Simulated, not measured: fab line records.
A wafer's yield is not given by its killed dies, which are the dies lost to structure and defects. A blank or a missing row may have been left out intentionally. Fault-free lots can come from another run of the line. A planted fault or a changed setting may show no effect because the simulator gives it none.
fab line records || flow sky130
record {"lots": 6, "wafers": 18, "last-day": 50}
route steps=708 shown GATE_OXIDE@197 POLY_GATE@204 RES_PROTECT@206 PAD_OPEN@708
lots that met no fault: taken from a fault-free run of the same line
start-h: start of the lot's first displayed wafer, in hours after the record's first day || wait-h: hours since the lot's step before || " the same as in the row above || L1.1+2: several wafers, shown together as one row || - no value, or no start given || * or withheld: withheld || < > ~ a bound
route shown NAME@n: a module of which the file shows steps, and the number in the route of the first || usual: average and standard deviation across the fault-free wafers || same: alike in all rows || chamber/n: place in a boat || sites: readings site by site || _std_site: standard deviation of those values || _edge_site: mean of outer sites minus mean of inner sites || radius-mm: for every site, how far away it sits from the centre of the wafer || mask NAME#n: copy n || behind: tool/chamber where the wafer was last shaped || hold: why the lot was held/for how many hours/how that ended || device: names the non-switching transistor (n, p or np) || end of line: at the end of the route, the tests of the same wafers || a step given without rows: its recipe and nothing more || killed: count of dies lost to structure and defects at first sort (not the wafer's yield) || map: a wafer's dies, marking killed ones x, the rest . and places with no die _
set.NAME: the setting as run; set.NAME@STEP: as run at that earlier step || model.NAME: the simulator's own value behind a step, which no gauge read
lots at selected steps of the route; one table per step, one row per wafer
services: from which hour (start-h, from the record's first day; less than 0 if before it) a tool's chamber was out of use, for how many hours, and why
## steps
# step SKY_GATE_OXIDE_OVL_MEAS_10
# usual {"GATE_OXIDE_OVL": "-0.4/1.3"}
{"lot.wafer": "L587.1", "tool": "overlay-02", "chamber": "-", "start-h": 319.60, "wait-h": 0.1, "GATE_OXIDE_OVL[nm]": -1.7}
{"lot.wafer": "L587.2", "tool": "overlay-02", "chamber": "-", "start-h": 319.60, "wait-h": 0.1, "GATE_OXIDE_OVL[nm]": -0.3}
{"lot.wafer": "L587.3", "tool": "overlay-02", "chamber": "-", "start-h": 319.60, "wait-h": 0.1, "GATE_OXIDE_OVL[nm]": -1.1}
{"lot.wafer": "L593.3", "tool": "overlay-02", "chamber": "-", "start-h": 363.39, "wait-h": 0.1, "GATE_OXIDE_OVL[nm]": -2.0}
{"lot.wafer": "L593.4", "tool": "overlay-02", "chamber": "-", "start-h": 363.39, "wait-h": 0.1, "GATE_OXIDE_OVL[nm]": -0.4}
{"lot.wafer": "L593.5", "tool": "overlay-02", "chamber": "-", "start-h": 363.39, "wait-h": 0.1, "GATE_OXIDE_OVL[nm]": -2.5}
{"lot.wafer": "L603.3", "tool": "overlay-01", "chamber": "-", "start-h": 462.00, "wait-h": 0.1, "GATE_OXIDE_OVL[nm]": 1.1}
{"lot.wafer": "L603.4", "tool": "overlay-01", "chamber": "-", "start-h": 462.00, "wait-h": 0.1, "GATE_OXIDE_OVL[nm]": 0.0}
{"lot.wafer": "L603.6", "tool": "overlay-01", "chamber": "-", "start-h": 462.00, "wait-h": 0.1, "GATE_OXIDE_OVL[nm]": 1.9}
{"lot.wafer": "L604.2", "tool": "overlay-01", "chamber": "-", "start-h": 474.79, "wait-h": 0.1, "GATE_OXIDE_OVL[nm]": 0.8}
{"lot.wafer": "L604.5", "tool": "overlay-01", "chamber": "-", "start-h": 474.79, "wait-h": 0.1, "GATE_OXIDE_OVL[nm]": -1.4}
{"lot.wafer": "L604.6", "tool": "overlay-01", "chamber": "-", "start-h": 474.79, "wait-h": 0.1, "GATE_OXIDE_OVL[nm]": 0.1}
{"lot.wafer": "L605.2", "tool": "overlay-02", "chamber": "-", "start-h": 474.83, "wait-h": 0.1, "GATE_OXIDE_OVL[nm]": 0.7}
{"lot.wafer": "L605.3", "tool": "overlay-02", "chamber": "-", "start-h": 474.83, "wait-h": 0.1, "GATE_OXIDE_OVL[nm]": -0.5}
{"lot.wafer": "L605.6", "tool": "overlay-02", "chamber": "-", "start-h": 474.83, "wait-h": 0.1, "GATE_OXIDE_OVL[nm]": 0.3}
{"lot.wafer": "L609.2", "tool": "overlay-01", "chamber": "-", "start-h": 505.11, "wait-h": 0.1, "GATE_OXIDE_OVL[nm]": -1.5}
{"lot.wafer": "L609.4", "tool": "overlay-01", "chamber": "-", "start-h": 505.11, "wait-h": 0.1, "GATE_OXIDE_OVL[nm]": 0.7}
{"lot.wafer": "L609.6", "tool": "overlay-01", "chamber": "-", "start-h": 505.11, "wait-h": 0.1, "GATE_OXIDE_OVL[nm]": -0.5}
# step SKY_GATE_OXIDE_IMPLANT_11
# recipe {"species": "B", "energy-kev": 10, "dose-cm2": 2.6e+12, "tilt-deg": "withheld"}
# step SKY_GATE_OXIDE_WET_ETCH_12
# recipe {"chemistry": "dHF", "target-depth-nm": 16.8, "dry": "n2-spin", "target": "SiO2", "dilution": "100:1", "temp-c": 25, "time-s": 336}
# step SKY_GATE_OXIDE_STRIP_13
# recipe {"chemistry": "O2/N2", "power-w": 1400, "pressure-mtorr": 1500, "platen-temp-c": "withheld", "o2-flow-sccm": 3000, "n2-flow-sccm": 300, "overash-fraction": 0.5}
# usual {"drypump-motor-current-A": "6.0/0.48", "oes-product-au": "0.715/0.0044", "strip-time-to-endpoint-s": "14.19/0.036"}
{"lot.wafer": "L587.1", "tool": "plasma-asher-02", "chamber": 0, "start-h": 319.89, "wait-h": 0.0, "drypump-motor-current-A": 5.4, "oes-product-au": 0.715, "rf-hours-counter-h": 63, "strip-time-to-endpoint-s": 14.22}
{"lot.wafer": "L587.2", "tool": "plasma-asher-02", "chamber": 1, "start-h": 319.89, "wait-h": 0.0, "drypump-motor-current-A": 6.5, "oes-product-au": 0.718, "rf-hours-counter-h": 63, "strip-time-to-endpoint-s": 14.24}
{"lot.wafer": "L587.3", "tool": "plasma-asher-02", "chamber": 0, "start-h": 319.89, "wait-h": 0.0, "drypump-motor-current-A": 5.4, "oes-product-au": 0.713, "rf-hours-counter-h": "-", "strip-time-to-endpoint-s": 14.20}
{"lot.wafer": "L593.3", "tool": "plasma-asher-01", "chamber": 1, "start-h": 363.70, "wait-h": 0.0, "drypump-motor-current-A": 6.4, "oes-product-au": 0.713, "rf-hours-counter-h": "-", "strip-time-to-endpoint-s": 14.16}
{"lot.wafer": "L593.4", "tool": "plasma-asher-01", "chamber": 0, "start-h": 363.70, "wait-h": 0.0, "drypump-motor-current-A": 5.5, "oes-product-au": 0.712, "rf-hours-counter-h": "-", "strip-time-to-endpoint-s": 14.17}
{"lot.wafer": "L593.5", "tool": "plasma-asher-01", "chamber": 1, "start-h": 363.70, "wait-h": 0.0, "drypump-motor-current-A": 6.4, "oes-product-au": 0.704, "rf-hours-counter-h": "-", "strip-time-to-endpoint-s": 14.23}
{"lot.wafer": "L603.3", "tool": "plasma-asher-02", "chamber": 0, "start-h": 462.31, "wait-h": 0.0, "drypump-motor-current-A": 5.4, "oes-product-au": 0.719, "rf-hours-counter-h": "-", "strip-time-to-endpoint-s": 14.10}
{"lot.wafer": "L603.4", "tool": "plasma-asher-02", "chamber": 1, "start-h": 462.31, "wait-h": 0.0, "drypump-motor-current-A": 6.4, "oes-product-au": 0.716, "rf-hours-counter-h": "-", "strip-time-to-endpoint-s": 14.13}
{"lot.wafer": "L603.6", "tool": "plasma-asher-02", "chamber": 1, "start-h": 462.31, "wait-h": 0.0, "drypump-motor-current-A": 6.5, "oes-product-au": 0.717, "rf-hours-counter-h": "-", "strip-time-to-endpoint-s": 14.13}
{"lot.wafer": "L605.2", "tool": "plasma-asher-01", "chamber": 0, "start-h": 475.11, "wait-h": 0.0, "drypump-motor-current-A": 5.5, "oes-product-au": 0.721, "rf-hours-counter-h": 37, "strip-time-to-endpoint-s": 14.19}
{"lot.wafer": "L605.3", "tool": "plasma-asher-01", "chamber": 1, "start-h": 475.11, "wait-h": 0.0, "drypump-motor-current-A": 6.4, "oes-product-au": 0.717, "rf-hours-counter-h": "-", "strip-time-to-endpoint-s": 14.21}
{"lot.wafer": "L605.6", "tool": "plasma-asher-01", "chamber": 0, "start-h": 475.11, "wait-h": 0.0, "drypump-motor-current-A": 5.5, "oes-product-au": 0.722, "rf-hours-counter-h": "-", "strip-time-to-endpoint-s": 14.21}
{"lot.wafer": "L604.2", "tool": "plasma-asher-03", "chamber": 0, "start-h": 475.19, "wait-h": 0.0, "drypump-motor-current-A": 5.5, "oes-product-au": 0.711, "rf-hours-counter-h": 56, "strip-time-to-endpoint-s": 14.23}
{"lot.wafer": "L604.5", "tool": "plasma-asher-03", "chamber": 1, "start-h": 475.19, "wait-h": 0.0, "drypump-motor-current-A": 6.5, "oes-product-au": 0.707, "rf-hours-counter-h": "-", "strip-time-to-endpoint-s": 14.22}
{"lot.wafer": "L604.6", "tool": "plasma-asher-03", "chamber": 0, "start-h": 475.19, "wait-h": 0.0, "drypump-motor-current-A": 5.5, "oes-product-au": 0.722, "rf-hours-counter-h": "-", "strip-time-to-endpoint-s": 14.17}
{"lot.wafer": "L609.2", "tool": "plasma-asher-02", "chamber": 1, "start-h": 505.39, "wait-h": 0.0, "drypump-motor-current-A": 6.4, "oes-product-au": 0.714, "rf-hours-counter-h": 81, "strip-time-to-endpoint-s": 14.19}
{"lot.wafer": "L609.4", "tool": "plasma-asher-02", "chamber": 0, "start-h": 505.39, "wait-h": 0.0, "drypump-motor-current-A": 5.4, "oes-product-au": 0.717, "rf-hours-counter-h": "-", "strip-time-to-endpoint-s": 14.20}
{"lot.wafer": "L609.6", "tool": "plasma-asher-02", "chamber": 1, "start-h": 505.39, "wait-h": 0.0, "drypump-motor-current-A": 6.5, "oes-product-au": 0.721, "rf-hours-counter-h": "-", "strip-time-to-endpoint-s": 14.24}
# step SKY_GATE_OXIDE_TW_MEAS_14
# usual {"GATE_OXIDE_TW": "223.7/1.1"}
{"lot.wafer": "L587.1", "tool": "film-metro-01", "chamber": "-", "start-h": 319.99, "wait-h": 0.1, "GATE_OXIDE_TW": 221.0}
{"lot.wafer": "L587.2", "tool": "film-metro-01", "chamber": "-", "start-h": 319.99, "wait-h": 0.1, "GATE_OXIDE_TW": 223.1}
{"lot.wafer": "L587.3", "tool": "film-metro-01", "chamber": "-", "start-h": 319.99, "wait-h": 0.1, "GATE_OXIDE_TW": 222.6}
{"lot.wafer": "L593.3", "tool": "film-metro-01", "chamber": "-", "start-h": 363.78, "wait-h": 0.1, "GATE_OXIDE_TW": 223.1}
{"lot.wafer": "L593.4", "tool": "film-metro-01", "chamber": "-", "start-h": 363.78, "wait-h": 0.1, "GATE_OXIDE_TW": 223.8}
{"lot.wafer": "L593.5", "tool": "film-metro-01", "chamber": "-", "start-h": 363.78, "wait-h": 0.1, "GATE_OXIDE_TW": 224.7}
{"lot.wafer": "L603.3", "tool": "film-metro-01", "chamber": "-", "start-h": 462.39, "wait-h": 0.1, "GATE_OXIDE_TW": 223.3}
{"lot.wafer": "L603.4", "tool": "film-metro-01", "chamber": "-", "start-h": 462.39, "wait-h": 0.1, "GATE_OXIDE_TW": 223.2}
{"lot.wafer": "L603.6", "tool": "film-metro-01", "chamber": "-", "start-h": 462.39, "wait-h": 0.1, "GATE_OXIDE_TW": 223.4}
{"lot.wafer": "L605.2", "tool": "film-metro-04", "chamber": "-", "start-h": 475.22, "wait-h": 0.1, "GATE_OXIDE_TW": 225.2}
{"lot.wafer": "L605.3", "tool": "film-metro-04", "chamber": "-", "start-h": 475.22, "wait-h": 0.1, "GATE_OXIDE_TW": 224.2}
{"lot.wafer": "L605.6", "tool": "film-metro-04", "chamber": "-", "start-h": 475.22, "wait-h": 0.1, "GATE_OXIDE_TW": 223.8}
{"lot.wafer": "L604.2", "tool": "film-metro-01", "chamber": "-", "start-h": 475.30, "wait-h": 0.1, "GATE_OXIDE_TW": 224.7}
{"lot.wafer": "L604.5", "tool": "film-metro-01", "chamber": "-", "start-h": 475.30, "wait-h": 0.1, "GATE_OXIDE_TW": 223.0}
{"lot.wafer": "L604.6", "tool": "film-metro-01", "chamber": "-", "start-h": 475.30, "wait-h": 0.1, "GATE_OXIDE_TW": 223.5}
{"lot.wafer": "L609.2", "tool": "film-metro-01", "chamber": "-", "start-h": 505.50, "wait-h": 0.1, "GATE_OXIDE_TW": 222.8}
{"lot.wafer": "L609.4", "tool": "film-metro-01", "chamber": "-", "start-h": 505.50, "wait-h": 0.1, "GATE_OXIDE_TW": 223.4}
{"lot.wafer": "L609.6", "tool": "film-metro-01", "chamber": "-", "start-h": 505.50, "wait-h": 0.1, "GATE_OXIDE_TW": 223.7}
# step SKY_GATE_OXIDE_CLEAN_15
# recipe {"chemistry": "SC1/SC2", "mix": "1:4:20", "temp-c": 70, "time-s": 150, "dry": "n2-spin"}
# step SKY_GATE_OXIDE_OXIDATION_16
# recipe {"temp-c": 800, "ambient": "O2", "idle-temp-c": 700, "ramp-up-c-per-min": 10, "ramp-down-c-per-min": 3, "stabilise-s": 600, "purge-s": 300, "target-thk-a": 35.7, "ox-time-s": 1915}
# step SKY_POLY_GATE_CVD_00
# recipe {"material": "poly-Si", "target-thk-nm": 180, "temp-c": 620, "time-s": 720, "pressure-mtorr": 200}
# step SKY_POLY_GATE_THK_MEAS_01
# recipe {"reads": "poly-Si_of_POLY_GATE_CVD_00"}
# usual {"POLY_GATE_CVD_00_THK": "180.1/1.7"}
{"lot.wafer": "L587.1", "tool": "film-metro-02", "chamber": "-", "start-h": 324.08, "wait-h": 0.0, "POLY_GATE_CVD_00_THK[nm]": 181.2}
{"lot.wafer": "L587.2", "tool": "film-metro-02", "chamber": "-", "start-h": 324.08, "wait-h": 0.0, "POLY_GATE_CVD_00_THK[nm]": 180.5}
{"lot.wafer": "L587.3", "tool": "film-metro-02", "chamber": "-", "start-h": 324.08, "wait-h": 0.0, "POLY_GATE_CVD_00_THK[nm]": 181.7}
{"lot.wafer": "L593.3", "tool": "film-metro-04", "chamber": "-", "start-h": 366.70, "wait-h": 0.0, "POLY_GATE_CVD_00_THK[nm]": 179.8}
{"lot.wafer": "L593.4", "tool": "film-metro-04", "chamber": "-", "start-h": 366.70, "wait-h": 0.0, "POLY_GATE_CVD_00_THK[nm]": 182.4}
{"lot.wafer": "L593.5", "tool": "film-metro-04", "chamber": "-", "start-h": 366.70, "wait-h": 0.0, "POLY_GATE_CVD_00_THK[nm]": 181.7}
{"lot.wafer": "L603.3", "tool": "film-metro-04", "chamber": "-", "start-h": 466.94, "wait-h": 0.0, "POLY_GATE_CVD_00_THK[nm]": 178.7}
{"lot.wafer": "L603.4", "tool": "film-metro-04", "chamber": "-", "start-h": 466.94, "wait-h": 0.0, "POLY_GATE_CVD_00_THK[nm]": 177.2}
{"lot.wafer": "L603.6", "tool": "film-metro-04", "chamber": "-", "start-h": 466.94, "wait-h": 0.0, "POLY_GATE_CVD_00_THK[nm]": 177.7}
{"lot.wafer": "L605.2", "tool": "film-metro-04", "chamber": "-", "start-h": 478.07, "wait-h": 0.0, "POLY_GATE_CVD_00_THK[nm]": 181.1}
{"lot.wafer": "L605.3", "tool": "film-metro-04", "chamber": "-", "start-h": 478.07, "wait-h": 0.0, "POLY_GATE_CVD_00_THK[nm]": 180.9}
{"lot.wafer": "L605.6", "tool": "film-metro-04", "chamber": "-", "start-h": 478.07, "wait-h": 0.0, "POLY_GATE_CVD_00_THK[nm]": 181.0}
{"lot.wafer": "L604.2", "tool": "film-metro-01", "chamber": "-", "start-h": 479.27, "wait-h": 0.0, "POLY_GATE_CVD_00_THK[nm]": 178.0}
{"lot.wafer": "L604.5", "tool": "film-metro-01", "chamber": "-", "start-h": 479.27, "wait-h": 0.0, "POLY_GATE_CVD_00_THK[nm]": 177.9}
{"lot.wafer": "L604.6", "tool": "film-metro-01", "chamber": "-", "start-h": 479.27, "wait-h": 0.0, "POLY_GATE_CVD_00_THK[nm]": 178.9}
{"lot.wafer": "L609.2", "tool": "film-metro-01", "chamber": "-", "start-h": 508.34, "wait-h": 0.0, "POLY_GATE_CVD_00_THK[nm]": 180.5}
{"lot.wafer": "L609.4", "tool": "film-metro-01", "chamber": "-", "start-h": 508.34, "wait-h": 0.0, "POLY_GATE_CVD_00_THK[nm]": 179.3}
{"lot.wafer": "L609.6", "tool": "film-metro-01", "chamber": "-", "start-h": 508.34, "wait-h": 0.0, "POLY_GATE_CVD_00_THK[nm]": 180.3}
# step SKY_RES_PROTECT_DEHYDRATE_00
# recipe {"temp-c": 200, "time-s": 60}
# step SKY_RES_PROTECT_HMDS_01
# recipe {"prime-time-s": 60, "prime-temp-c": 120}
# step SKY_RES_PROTECT_COAT_02
# recipe {"resist": "NOVOLAK", "spin-rpm": 3000, "resist-thk-nm": 1140}
# step SKY_RES_PROTECT_SOFTBAKE_03
# recipe {"temp-c": 88.9, "time-s": 60, "resist": "NOVOLAK"}
# usual {"heater-power-total-W": "55.62/0.053", "run-length-s": "89.21/0.22"}
{"lot.wafer": "L587.1", "tool": "litho-track-01", "chamber": 0, "start-h": 336.90, "wait-h": 0.1, "heater-power-total-W": 55.59, "run-length-s": 89.13}
{"lot.wafer": "L587.2", "tool": "litho-track-01", "chamber": 0, "start-h": 336.90, "wait-h": 0.1, "heater-power-total-W": 55.60, "run-length-s": 89.07}
{"lot.wafer": "L587.3", "tool": "litho-track-01", "chamber": 0, "start-h": 336.90, "wait-h": 0.1, "heater-power-total-W": 55.63, "run-length-s": 89.00}
{"lot.wafer": "L593.3", "tool": "litho-track-02", "chamber": 0, "start-h": 379.72, "wait-h": 0.1, "heater-power-total-W": 55.68, "run-length-s": 89.24}
{"lot.wafer": "L593.4", "tool": "litho-track-02", "chamber": 0, "start-h": 379.72, "wait-h": 0.1, "heater-power-total-W": 55.62, "run-length-s": 89.14}
{"lot.wafer": "L593.5", "tool": "litho-track-02", "chamber": 0, "start-h": 379.72, "wait-h": 0.1, "heater-power-total-W": 55.62, "run-length-s": 89.29}
{"lot.wafer": "L603.3", "tool": "litho-track-01", "chamber": 0, "start-h": 481.95, "wait-h": 0.1, "heater-power-total-W": 57.61, "run-length-s": 83.37}
{"lot.wafer": "L603.4", "tool": "litho-track-01", "chamber": 0, "start-h": 481.95, "wait-h": 0.1, "heater-power-total-W": 57.62, "run-length-s": 83.32}
{"lot.wafer": "L603.6", "tool": "litho-track-01", "chamber": 0, "start-h": 481.95, "wait-h": 0.1, "heater-power-total-W": 57.62, "run-length-s": 83.24}
{"lot.wafer": "L605.2", "tool": "litho-track-01", "chamber": 0, "start-h": 492.67, "wait-h": 0.1, "heater-power-total-W": 57.58, "run-length-s": 83.19}
{"lot.wafer": "L605.3", "tool": "litho-track-01", "chamber": 0, "start-h": 492.67, "wait-h": 0.1, "heater-power-total-W": 57.65, "run-length-s": 83.20}
{"lot.wafer": "L605.6", "tool": "litho-track-01", "chamber": 0, "start-h": 492.67, "wait-h": 0.1, "heater-power-total-W": 57.64, "run-length-s": 83.17}
{"lot.wafer": "L604.2", "tool": "litho-track-02", "chamber": 0, "start-h": 493.74, "wait-h": 0.1, "heater-power-total-W": 55.70, "run-length-s": 89.15}
{"lot.wafer": "L604.5", "tool": "litho-track-02", "chamber": 0, "start-h": 493.74, "wait-h": 0.1, "heater-power-total-W": 55.62, "run-length-s": 89.05}
{"lot.wafer": "L604.6", "tool": "litho-track-02", "chamber": 0, "start-h": 493.74, "wait-h": 0.1, "heater-power-total-W": 55.69, "run-length-s": 89.46}
{"lot.wafer": "L609.2", "tool": "litho-track-02", "chamber": 0, "start-h": 523.09, "wait-h": 0.1, "heater-power-total-W": 55.66, "run-length-s": 89.40}
{"lot.wafer": "L609.4", "tool": "litho-track-02", "chamber": 0, "start-h": 523.09, "wait-h": 0.1, "heater-power-total-W": 55.67, "run-length-s": 89.09}
{"lot.wafer": "L609.6", "tool": "litho-track-02", "chamber": 0, "start-h": 523.09, "wait-h": 0.1, "heater-power-total-W": 55.65, "run-length-s": 89.21}
# step SKY_RES_PROTECT_EXPOSE_04
# recipe {"mask-id": "RPM", "na": 0.6, "source-shape": "conventional", "sigma-outer": 0.6, "polarization": "unpolarized", "target-cd-nm": 1270, "dose-mj": 131}
# step SKY_PAD_OPEN_PROBE_99
# usual {"killed_at_M0_to_M3": "43/5.9", "killed_at_M4_up": "3.3/1.9", "killed-at-contacts": "24/5.6", "killed-at-front-end": "15/4.1", "killed-at-other": "0.4/0.66", "killed-dies": "86/9", "killed-open": "47/6.9", "killed-short": "39/6.2"}
# same {"gross-dies": 492, "killed-at-back-side": 0}
{"lot.wafer": "L587.1", "tool": "prober-02", "chamber": "-", "start-h": 1081.70, "wait-h": 0.1, "killed_at_M0_to_M3": 42, "killed_at_M4_up": 1, "killed-at-contacts": 27, "killed-at-front-end": 13, "killed-at-other": 0, "killed-dies": 83, "killed-open": 36, "killed-short": 46}
{"lot.wafer": "L587.2", "tool": "prober-02", "chamber": "-", "start-h": 1081.75, "wait-h": 0.1, "killed_at_M0_to_M3": 40, "killed_at_M4_up": 4, "killed-at-contacts": 29, "killed-at-front-end": 21, "killed-at-other": 0, "killed-dies": 94, "killed-open": 40, "killed-short": 54}
{"lot.wafer": "L587.3", "tool": "prober-02", "chamber": "-", "start-h": 1081.80, "wait-h": 0.2, "killed_at_M0_to_M3": 37, "killed_at_M4_up": 3, "killed-at-contacts": 23, "killed-at-front-end": 18, "killed-at-other": 0, "killed-dies": 81, "killed-open": 47, "killed-short": 33}
{"lot.wafer": "L603.3", "tool": "prober-02", "chamber": "-", "start-h": 1176.78, "wait-h": 0.2, "killed_at_M0_to_M3": 51, "killed_at_M4_up": 2, "killed-at-contacts": 26, "killed-at-front-end": 14, "killed-at-other": 1, "killed-dies": 94, "killed-open": 42, "killed-short": 50}
{"lot.wafer": "L603.4", "tool": "prober-02", "chamber": "-", "start-h": 1176.83, "wait-h": 0.2, "killed_at_M0_to_M3": 31, "killed_at_M4_up": 2, "killed-at-contacts": 28, "killed-at-front-end": 13, "killed-at-other": 0, "killed-dies": 74, "killed-open": 38, "killed-short": 35}
{"lot.wafer": "L603.6", "tool": "prober-02", "chamber": "-", "start-h": 1176.93, "wait-h": 0.2, "killed_at_M0_to_M3": 38, "killed_at_M4_up": 5, "killed-at-contacts": 22, "killed-at-front-end": 10, "killed-at-other": 1, "killed-dies": 76, "killed-open": 39, "killed-short": 35}
{"lot.wafer": "L605.2", "tool": "prober-01", "chamber": "-", "start-h": 1177.72, "wait-h": 0.1, "killed_at_M0_to_M3": 55, "killed_at_M4_up": 8, "killed-at-contacts": 22, "killed-at-front-end": 9, "killed-at-other": 0, "killed-dies": 94, "killed-open": 51, "killed-short": 43}
{"lot.wafer": "L605.3", "tool": "prober-01", "chamber": "-", "start-h": 1177.77, "wait-h": 0.2, "killed_at_M0_to_M3": 46, "killed_at_M4_up": 3, "killed-at-contacts": 41, "killed-at-front-end": 17, "killed-at-other": 0, "killed-dies": 107, "killed-open": 67, "killed-short": 39}
{"lot.wafer": "L605.6", "tool": "prober-01", "chamber": "-", "start-h": 1177.92, "wait-h": 0.2, "killed_at_M0_to_M3": 42, "killed_at_M4_up": 2, "killed-at-contacts": 20, "killed-at-front-end": 14, "killed-at-other": 0, "killed-dies": 78, "killed-open": 43, "killed-short": 34}
{"lot.wafer": "L604.2", "tool": "prober-02", "chamber": "-", "start-h": 1179.67, "wait-h": 0.1, "killed_at_M0_to_M3": 39, "killed_at_M4_up": 1, "killed-at-contacts": 27, "killed-at-front-end": 13, "killed-at-other": 0, "killed-dies": 80, "killed-open": 40, "killed-short": 40}
{"lot.wafer": "L604.5", "tool": "prober-02", "chamber": "-", "start-h": 1179.82, "wait-h": 0.2, "killed_at_M0_to_M3": 40, "killed_at_M4_up": 4, "killed-at-contacts": 15, "killed-at-front-end": 20, "killed-at-other": 0, "killed-dies": 79, "killed-open": 42, "killed-short": 37}
{"lot.wafer": "L604.6", "tool": "prober-02", "chamber": "-", "start-h": 1179.87, "wait-h": 0.2, "killed_at_M0_to_M3": 42, "killed_at_M4_up": 0, "killed-at-contacts": 24, "killed-at-front-end": 19, "killed-at-other": 1, "killed-dies": 86, "killed-open": 49, "killed-short": 36}
# killed by level:class
L587.1 CONTACT:geometric-particle:open=9 CONTACT:geometric-particle:short=7 VIA3:geometric-particle:short=7 VIA2:geometric-particle:open=6 METAL2:geometric-particle:short=6 METAL1:geometric-particle:short=5 VIA1:geometric-particle:open=5 LOCAL_INTERCONNECT:geometric-particle:short=4
L587.2 VIA1:geometric-particle:open=13 LOCAL_INTERCONNECT:geometric-particle:short=8 CONTACT:geometric-particle:open=7 POLY_GATE:geometric-particle:open=6 VIA1:geometric-particle:short=6 FIELD_ISO:geometric-particle:short=5 LI_CONTACT:geometric-particle:open=5 CONTACT:geometric-particle:short=5
L587.3 VIA1:geometric-particle:open=10 CONTACT:geometric-particle:open=8 POLY_GATE:geometric-particle:open=6 LI_CONTACT:geometric-particle:open=6 METAL2:geometric-particle:short=6 CONTACT:geometric-particle:short=5 VIA3:geometric-particle:open=5 POLY_GATE:geometric-particle:short=4
L603.3 CONTACT:geometric-particle:open=11 VIA1:geometric-particle:open=10 METAL1:geometric-particle:short=7 VIA2:geometric-particle:short=5 METAL2:geometric-particle:short=5 VIA3:geometric-particle:open=5 FIELD_ISO:geometric-particle:short=4 LI_CONTACT:geometric-particle:short=4
L603.4 METAL2:geometric-particle:short=8 CONTACT:geometric-particle:open=7 LI_CONTACT:geometric-particle:open=6 CONTACT:geometric-particle:short=6 LOCAL_INTERCONNECT:geometric-particle:short=5 FIELD_ISO:geometric-particle:open=4 FIELD_ISO:geometric-particle:short=4 VIA1:geometric-particle:open=4
L603.6 CONTACT:geometric-particle:open=7 LI_CONTACT:geometric-particle:open=7 VIA3:geometric-particle:open=7 VIA3:geometric-particle:short=7 VIA1:geometric-particle:open=6 VIA2:geometric-particle:open=6 CONTACT:geometric-particle:short=5 METAL4:geometric-particle:short=4
L605.2 VIA3:geometric-particle:open=12 VIA1:geometric-particle:open=11 VIA2:geometric-particle:open=8 LI_CONTACT:geometric-particle:open=7 METAL2:geometric-particle:short=7 CONTACT:geometric-particle:open=6 METAL4:geometric-particle:short=6 LOCAL_INTERCONNECT:geometric-particle:short=5
L605.3 CONTACT:geometric-particle:open=19 VIA1:geometric-particle:open=16 LI_CONTACT:geometric-particle:open=13 FIELD_ISO:geometric-particle:open=6 VIA1:geometric-particle:short=6 METAL2:geometric-particle:short=5 LI_CONTACT:geometric-particle:short=5 VIA3:geometric-particle:open=5
L605.6 CONTACT:geometric-particle:open=11 VIA1:geometric-particle:open=10 METAL2:geometric-particle:short=8 VIA3:geometric-particle:open=6 METAL1:geometric-particle:short=5 FIELD_ISO:geometric-particle:open=4 CONTACT:geometric-particle:short=4 FIELD_ISO:geometric-particle:short=3
L604.2 CONTACT:geometric-particle:open=12 VIA1:geometric-particle:open=9 LI_CONTACT:geometric-particle:open=7 METAL1:geometric-particle:short=5 POLY_GATE:geometric-particle:open=5 METAL2:geometric-particle:short=5 VIA3:geometric-particle:short=4 VIA2:geometric-particle:open=4
L604.5 FIELD_ISO:geometric-particle:open=8 VIA1:geometric-particle:open=8 VIA2:geometric-particle:open=7 METAL1:geometric-particle:short=6 VIA2:geometric-particle:short=5 POLY_GATE:geometric-particle:open=4 LI_CONTACT:geometric-particle:open=4 CONTACT:geometric-particle:open=4
L604.6 VIA1:geometric-particle:open=13 LI_CONTACT:geometric-particle:open=9 FIELD_ISO:geometric-particle:short=7 VIA2:geometric-particle:open=7 VIA3:geometric-particle:open=6 LOCAL_INTERCONNECT:geometric-particle:short=5 CONTACT:geometric-particle:open=5 VIA1:geometric-particle:short=5
## services
{"tool": "plasma-asher-02", "chamber": "-", "start-h": 338.39, "hours": 8.6, "kind": "repair"}
{"tool": "plasma-asher-01", "chamber": "-", "start-h": 341.42, "hours": 1.0, "kind": "repair"}
{"tool": "plasma-asher-02", "chamber": "-", "start-h": 370.82, "hours": 0.4, "kind": "repair"}
{"tool": "plasma-asher-02", "chamber": "-", "start-h": 380.90, "hours": 2.1, "kind": "repair"}
{"tool": "litho-track-01", "chamber": "-", "start-h": 413.63, "hours": "-", "kind": "consumable-replace:filter"}
{"tool": "plasma-asher-03", "chamber": "-", "start-h": 444.06, "hours": 14.6, "kind": "pm"}
{"tool": "plasma-asher-02", "chamber": "-", "start-h": 475.71, "hours": 2.8, "kind": "repair"}
{"tool": "plasma-asher-03", "chamber": "-", "start-h": 480.51, "hours": 2.8, "kind": "pm"}
## key
first-sign {"step": "SKY_RES_PROTECT_SOFTBAKE_03", "reading": "heater-power-total-W", "direction": "up", "sigmas": 38, "usual": "*", "struck": "*"}
effect {"step": "SKY_RES_PROTECT_SOFTBAKE_03", "reading": "run-length-s", "direction": "down", "sigmas": 27, "usual": "*", "struck": "*"}
met-at SKY_RES_PROTECT_SOFTBAKE_03
struck-wafers L603.3,L603.4,L603.6,L605.2,L605.3,L605.6
tester-left-out L603,L605
onset-between 336.90 481.95
fault {"kind": "process-parameter-drift", "tool": "litho-track-01", "chamber": "-", "onset-h": 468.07, "steps": "SKY_RES_PROTECT_SOFTBAKE_03", "channel": "time-s", "offset": "*", "shape": "step", "end-h": 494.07, "acts-in": "*", "stated": "*"}
# tester-left-out: of these lots the tester's yield and bins aren't shown, on N5 and GAA mostly nor the transistor test; their killed dies are dies lost to structure and defects alone, not to doping, threshold or leakage, so they don't give the yield
